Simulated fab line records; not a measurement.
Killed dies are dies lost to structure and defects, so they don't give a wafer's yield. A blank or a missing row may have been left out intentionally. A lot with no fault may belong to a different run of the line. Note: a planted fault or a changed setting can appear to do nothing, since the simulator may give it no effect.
Which of the tools did it? || flow sky130 || 11 lots with 33 wafers sampled at 3 steps, on a route of 708 steps

WHAT THE GAUGES SHOWED, per wafer
SKY_CAPM_RS_MEAS_03: uses a four-point probe to measure. Usual: CAPM_TIN_RS 6.66 ohm/sq, standard deviation 0.057.
{"lot": "L186", "measured": "day 36 20:43", "on": "film_metro-03", "CAPM_TIN_RS (ohm/sq)": "6.65 6.67 6.72", "flag": ""}
{"lot": "L187", "measured": "day 37 00:11", "on": "film_metro-03", "CAPM_TIN_RS (ohm/sq)": "6.58 6.66 6.63", "flag": ""}
{"lot": "L191", "measured": "day 38 16:26", "on": "film_metro-03", "CAPM_TIN_RS (ohm/sq)": "6.61 6.67 6.61", "flag": ""}
{"lot": "L192", "measured": "day 39 01:58", "on": "film_metro-03", "CAPM_TIN_RS (ohm/sq)": "6.68 6.70 6.76", "flag": ""}
{"lot": "L194", "measured": "day 39 09:05", "on": "film_metro-03", "CAPM_TIN_RS (ohm/sq)": "6.81 6.70 6.76", "flag": ""}
{"lot": "L193", "measured": "day 39 11:34", "on": "film_metro-03", "CAPM_TIN_RS (ohm/sq)": "6.63 6.62 6.64", "flag": ""}
{"lot": "L195", "measured": "day 39 21:51", "on": "film_metro-04", "CAPM_TIN_RS (ohm/sq)": "6.70 6.61 6.68", "flag": ""}
{"lot": "L203", "measured": "day 41 23:58", "on": "film_metro-03", "CAPM_TIN_RS (ohm/sq)": "6.62 6.58 6.56", "flag": ""}
{"lot": "L204", "measured": "day 42 07:08", "on": "film_metro-03", "CAPM_TIN_RS (ohm/sq)": "6.71 6.68 6.76", "flag": ""}
{"lot": "L205", "measured": "day 42 12:26", "on": "film_metro-01", "CAPM_TIN_RS (ohm/sq)": "6.60 6.66 6.57", "flag": ""}
{"lot": "L207", "measured": "day 42 20:08", "on": "film_metro-01", "CAPM_TIN_RS (ohm/sq)": "6.79 6.77 6.67", "flag": ""}

SKY_METAL3_OVL_MEAS_14. Usual: METAL3_OVL -5 nm, standard deviation 5.7.
{"lot": "L186", "measured": "day 39 00:32", "on": "overlay-02", "METAL3_OVL (nm)": "-24 -19 -16", "flag": ""}
{"lot": "L187", "measured": "day 39 03:34", "on": "overlay-02", "METAL3_OVL (nm)": "-4 -6 -13", "flag": ""}
{"lot": "L191", "measured": "day 40 19:02", "on": "overlay-02", "METAL3_OVL (nm)": "-1 -2 -1", "flag": ""}
{"lot": "L192", "measured": "day 41 03:55", "on": "overlay-02", "METAL3_OVL (nm)": "3 0 -6", "flag": ""}
{"lot": "L194", "measured": "day 41 11:32", "on": "overlay-02", "METAL3_OVL (nm)": "-6 -2 0", "flag": ""}
{"lot": "L193", "measured": "day 41 13:25", "on": "overlay-02", "METAL3_OVL (nm)": "-8 -3 -3", "flag": ""}
{"lot": "L195", "measured": "day 41 22:31", "on": "overlay-02", "METAL3_OVL (nm)": "-14 -4 -16", "flag": ""}
{"lot": "L203", "measured": "day 43 22:31", "on": "overlay-01", "METAL3_OVL (nm)": "-9 -3 -2", "flag": ""}
{"lot": "L204", "measured": "day 44 05:43", "on": "overlay-02", "METAL3_OVL (nm)": "-10 -16 -9", "flag": ""}
{"lot": "L205", "measured": "day 44 10:07", "on": "overlay-02", "METAL3_OVL (nm)": "-5 -5 -6", "flag": ""}
{"lot": "L207", "measured": "day 44 17:13", "on": "overlay-02", "METAL3_OVL (nm)": "7 4 -2", "flag": ""}

EACH LOT AND THE TOOL THAT RAN IT (in order: tool; ch and the chambers of the sampled wafers; start)
{"lot": "L186", "SKY_VIA2_STRIP_16": "plasma_asher-02 ch 0,1, day 36 19:03"}
{"lot": "L187", "SKY_VIA2_STRIP_16": "plasma_asher-01 ch 0,1, day 36 21:58"}
{"lot": "L191", "SKY_VIA2_STRIP_16": "plasma_asher-04 ch 0,1, day 38 14:46"}
{"lot": "L192", "SKY_VIA2_STRIP_16": "plasma_asher-04 ch 0,1, day 39 00:19"}
{"lot": "L194", "SKY_VIA2_STRIP_16": "plasma_asher-01 ch 0,1, day 39 07:25"}
{"lot": "L193", "SKY_VIA2_STRIP_16": "plasma_asher-01 ch 0,1, day 39 09:56"}
{"lot": "L195", "SKY_VIA2_STRIP_16": "plasma_asher-02 ch 0,1, day 39 20:13"}
{"lot": "L203", "SKY_VIA2_STRIP_16": "plasma_asher-01 ch 0,1, day 41 22:20"}
{"lot": "L204", "SKY_VIA2_STRIP_16": "plasma_asher-04 ch 0,1, day 42 05:16"}
{"lot": "L205", "SKY_VIA2_STRIP_16": "plasma_asher-04 ch 0,1, day 42 10:47"}
{"lot": "L207", "SKY_VIA2_STRIP_16": "plasma_asher-02 ch 0,1, day 42 18:22"}
- SKY_VIA2_STRIP_16: strips in O2/N2.

WHAT THE TOOLS THEMSELVES READ (means of the sampled wafers that have a number; where no wafer has one, the mark that the record gives instead)
SKY_VIA2_STRIP_16. Usual: drypump_motor_current_A 5.8 A, standard deviation 0.37; oes_product_au 0.398 a.u., standard deviation 0.0044; strip_time_to_endpoint_s 4.038 s, standard deviation 0.022.
{"lot": "L186", "tool": "plasma_asher-02", "drypump_motor_current_A (A)": 5.5, "oes_product_au (a.u.)": 0.399, "strip_time_to_endpoint_s (s)": 4.033, "flag": ""}
{"lot": "L187", "tool": "plasma_asher-01", "drypump_motor_current_A (A)": 5.9, "oes_product_au (a.u.)": 0.399, "strip_time_to_endpoint_s (s)": 4.058, "flag": ""}
{"lot": "L191", "tool": "plasma_asher-04", "drypump_motor_current_A (A)": 6.5, "oes_product_au (a.u.)": 0.400, "strip_time_to_endpoint_s (s)": 4.023, "flag": ""}
{"lot": "L192", "tool": "plasma_asher-04", "drypump_motor_current_A (A)": 6.4, "oes_product_au (a.u.)": 0.396, "strip_time_to_endpoint_s (s)": 4.014, "flag": ""}
{"lot": "L194", "tool": "plasma_asher-01", "drypump_motor_current_A (A)": 5.9, "oes_product_au (a.u.)": 0.401, "strip_time_to_endpoint_s (s)": 4.048, "flag": ""}
{"lot": "L193", "tool": "plasma_asher-01", "drypump_motor_current_A (A)": 5.8, "oes_product_au (a.u.)": 0.399, "strip_time_to_endpoint_s (s)": 4.047, "flag": ""}
{"lot": "L195", "tool": "plasma_asher-02", "drypump_motor_current_A (A)": 5.6, "oes_product_au (a.u.)": 0.399, "strip_time_to_endpoint_s (s)": 4.034, "flag": ""}
{"lot": "L203", "tool": "plasma_asher-01", "drypump_motor_current_A (A)": 5.8, "oes_product_au (a.u.)": 0.401, "strip_time_to_endpoint_s (s)": 4.065, "flag": ""}
{"lot": "L204", "tool": "plasma_asher-04", "drypump_motor_current_A (A)": 6.4, "oes_product_au (a.u.)": 0.397, "strip_time_to_endpoint_s (s)": 4.026, "flag": ""}
{"lot": "L205", "tool": "plasma_asher-04", "drypump_motor_current_A (A)": 6.4, "oes_product_au (a.u.)": 0.400, "strip_time_to_endpoint_s (s)": 4.037, "flag": ""}
{"lot": "L207", "tool": "plasma_asher-02", "drypump_motor_current_A (A)": 5.6, "oes_product_au (a.u.)": 0.400, "strip_time_to_endpoint_s (s)": 4.063, "flag": ""}

THE ANSWER, worked out from the rows above alone
Rule: take the mean of a lot's wafers that have a number; if it is more than 3 standard deviations from the usual mean, the lot is off. A lot without any number at a reading at which 4 lots or more have one is off too. Where the step has rows for the other lots, those lots are counted as sound. Order of review: gauges by route order, followed by the tools' own readings, for which a lot's mean as printed above is used. The first step at which some lot is off is used, and at that step the reading that is off furthest; a lot without a number counts as furthest.
No lot is off at any reading shown: from this, nothing can be told.

WHAT THE SIMULATOR HAD INSERTED
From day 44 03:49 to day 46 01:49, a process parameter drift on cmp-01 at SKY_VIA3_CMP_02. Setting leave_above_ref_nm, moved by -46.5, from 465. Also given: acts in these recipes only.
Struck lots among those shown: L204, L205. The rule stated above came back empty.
